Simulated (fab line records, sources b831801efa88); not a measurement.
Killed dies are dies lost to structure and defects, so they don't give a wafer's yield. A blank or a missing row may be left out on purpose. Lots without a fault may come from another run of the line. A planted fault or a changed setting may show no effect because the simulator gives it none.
A struck lot beside a sound one | flow sky130 | 17 steps out of a route of 708
Sound: wafers L309.2, L309.4, L309.5. Struck: wafers L308.1, L308.4, L308.6. The cause comes at the end.
At each step with rows: each side's tool, then ch and its chambers, then its first start. Under that, the readings that differ: sound wafers | struck wafers | difference of the means | sigmas: that difference in standard deviations of wafers without a fault.
alike: readings whose means differ by less than 2 such deviations, and words and numbers that are the same on both sides. not compared: withheld readings, readings that some wafer has no value for, bounds like >300 that may hide the same value, and numbers for which the record gives no deviation and whose values overlap.
The two part at a step that has a row with sigmas, a row that says differs or no value, or rows on one side only. Numbers that don't overlap but have no deviation are shown without sigmas and don't part them. A reading that every wafer of one side lacks parts them only if that side has two wafers or more.

SKY_FIELD_ISO_THK_MEAS_02:
  sound on film_metro-04, day 4 14:38; struck on film_metro-03, day 4 10:07
  alike: FIELD_ISO_OXIDATION_00_THK
then, 1 step without rows for these wafers: SKY_FIELD_ISO_CVD_03 (deposits Si3N4 from DCS/NH3, target thk 165 nm, time 2830 s).
SKY_FIELD_ISO_THK_MEAS_04:
  sound on film_metro-03, day 4 16:29; struck on film_metro-01, day 4 11:58
  alike: FIELD_ISO_CVD_03_THK
then, 8 steps without rows for these wafers: SKY_FIELD_ISO_DEHYDRATE_05 (time 60 s); SKY_FIELD_ISO_HMDS_06 (prime time 60 s); SKY_FIELD_ISO_COAT_07 (resist thk 60 nm); SKY_FIELD_ISO_COAT_08 (resist thk 450 nm); SKY_FIELD_ISO_SOFTBAKE_09 (time 90 s); SKY_FIELD_ISO_EXPOSE_10 (exposes mask FOM, target cd 150 nm); SKY_FIELD_ISO_PEB_11; SKY_FIELD_ISO_DEVELOP_12 (develop time 60 s).
SKY_FIELD_ISO_CD_MEAS_13: target cd 150 nm.
  sound on cd_sem-02, day 5 09:46; struck on cd_sem-01, day 5 05:47
  alike: cd_nm
SKY_FIELD_ISO_ETCH_14: etches BARC in N2/H2, stops on SiO2, time 45.9 s, target depth 60 nm.
  sound on rie_diel-04 ch 0,2,3, day 5 09:52; struck on rie_diel-04 ch 0,1, day 5 05:55
  no value came back on the struck wafers for any of 5 readings (bias_w (W), chamber_pressure_mTorr (mTorr) and others); on the sound wafers bias_w (W) reads 99.99 99.97 99.99
  reading                                          | sound         | struck            | difference | sigmas
  model.KrF-thick_of_FIELD_ISO_COAT_08.thk_nm (nm) | 396 393.8 394 | 437.2 437.7 437.2 | +42.8      |
  not compared: rf_hours_counter_h
SKY_FIELD_ISO_ETCH_15: etches the open film in CHF3/O2, stops on Si, target depth 180 nm, time 72 s.
  sound on rie_diel-04 ch 0,2,3, day 5 09:55; struck on rie_diel-04 ch 0,1, day 5 05:58
  reading                                          | sound             | struck            | difference | sigmas
  oes_product_au (a.u.)                            | 0.950 0.942 0.944 | 0.377 0.380 0.369 | -0.570     | -72
  throttle_valve_pct (%)                           | 8.851 8.837 8.847 | 8.661 8.673 8.683 | -0.173     | -20
  model.KrF-thick_of_FIELD_ISO_COAT_08.thk_nm (nm) | 242.4 236.6 238.3 | 282.9 278.7 282.6 | +42.3      |
  alike: O2_flow_sccm, bias_w, drypump_motor_current_A
  not compared: rf_hours_counter_h
SKY_FIELD_ISO_STRIP_16: strips in O2/N2.
  sound on plasma_asher-03 ch 0,1, day 5 09:58; struck on plasma_asher-03 ch 0,1, day 5 06:01
  reading                      | sound             | struck            | difference | sigmas
  oes_product_au (a.u.)        | 0.381 0.380 0.386 | 0.397 0.391 0.395 | +0.012     | +2
  strip_time_to_endpoint_s (s) | 3.618 3.579 3.565 | 4.047 4.015 4.049 | +0.450     | +16
  alike: drypump_motor_current_A
  not compared: rf_hours_counter_h
SKY_FIELD_ISO_ETCH_17: etches Si in HBr/Cl2/O2, target depth 342 nm, time 97.7 s.
  sound on rie_si-02 ch 0,1,2, day 5 10:04; struck on rie_si-01 ch 2,3, day 5 06:07
  alike: HBr_flow_sccm, O2_flow_sccm, bias_w, drypump_motor_current_A, oes_product_au, throttle_valve_pct
  not compared: rf_hours_counter_h
-- the record jumps here: 44 days lie between the struck wafers' starts before and after (it left off in module FIELD_ISO and takes up again in module PAD_OPEN, whose first step shown is number 708 of the route) --
SKY_PAD_OPEN_PROBE_99:
  sound on prober-02, day 49 09:01; struck on prober-01, day 49 07:00
  reading             | sound    | struck      | difference | sigmas
  killed_at_front_end | 12 14 25 | 422 427 409 | +402       | +82
  killed_dies         | 81 85 98 | 492 492 492 | +404       | +40
  killed_on_rim       | 13 21 17 | 96 96 96    | +79        | +21
  alike: killed_at_M0_to_M3, killed_at_M4_up, killed_at_contacts, killed_at_other, killed_open, killed_short

WHERE THEY PART
First at SKY_FIELD_ISO_ETCH_14; last, within this record, at SKY_PAD_OPEN_PROBE_99.

WHY: what the simulator had put in
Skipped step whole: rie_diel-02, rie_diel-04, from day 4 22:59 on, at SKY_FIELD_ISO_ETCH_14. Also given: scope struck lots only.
